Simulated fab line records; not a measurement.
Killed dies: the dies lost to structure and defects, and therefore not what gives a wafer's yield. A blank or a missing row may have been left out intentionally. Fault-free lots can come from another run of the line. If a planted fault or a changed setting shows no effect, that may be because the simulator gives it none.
Which tool did it? | flow sky130 | Sampling: 6 lots, 18 wafers, 2 of 708 route steps

## WHAT EACH GAUGE READ, for each wafer
SKY_VIA4_THK_MEAS_01.
lot  | measured     | on            | VIA4_HDPCVD_THK (nm)
L995 | day 43 15:44 | film-metro-04 | 1749 1722 1747
L998 | day 43 22:46 | film-metro-03 | 797 808 1746 798 807 1747
L105 | day 45 20:55 | film-metro-03 | 1755 1721 1744
L108 | day 47 04:57 | film-metro-03 | 1759 1733 1736
L111 | day 47 06:34 | film-metro-03 | 1721 1750 1708
L112 | day 47 13:14 | film-metro-03 | 1738 1765 1738

## EACH LOT AND THE TOOL THAT RAN IT (in order: tool; ch and the chambers of the sampled wafers; start)
lot  | SKY_VIA4_HDPCVD_00
L995 | hdpcvd-02 ch 1,2, day 43 15:33
L998 | hdpcvd-01 ch 0,1,2, day 43 22:35
L105 | hdpcvd-02 ch 0,2, day 45 20:44
L108 | hdpcvd-02 ch 1,2, day 47 04:46
L111 | hdpcvd-01 ch 1,2, day 47 06:23
L112 | hdpcvd-01 ch 1,2, day 47 12:56
- SKY_VIA4_HDPCVD_00: deposits SiO2, target thk 1750 nm, time 291.7 s.

## THE ANSWER, worked out from the rows above alone
Rule: what is usual is taken from the lots themselves. The widest of any qualifying gaps counts: lots, ordered by their means at a reading, are off when they make up no more than a third of the lots, leave a main group of 4 or more, and stand apart from it by 3 or more times the standard deviation of that group's means. A main group is skipped when, at the precision printed for the reading in the tables above, its means are all equal. A lot without any number at a reading at which 4 lots or more have one is off too. All remaining lots with rows at the step are treated as sound.
Off: L998, seen at SKY_VIA4_THK_MEAS_01 (VIA4_HDPCVD_THK). Mean 1739 nm and standard deviation 6.9 in the main group.
If a tool, at a process step before that reading, ran all the lots that are off and no sound lot after the first of them, it fits. Gauges at SKY_VIA4_THK_MEAS_01: tried the same way as those tools. Of those tried, none fits.

## WHAT THE SIMULATOR HAD INSERTED
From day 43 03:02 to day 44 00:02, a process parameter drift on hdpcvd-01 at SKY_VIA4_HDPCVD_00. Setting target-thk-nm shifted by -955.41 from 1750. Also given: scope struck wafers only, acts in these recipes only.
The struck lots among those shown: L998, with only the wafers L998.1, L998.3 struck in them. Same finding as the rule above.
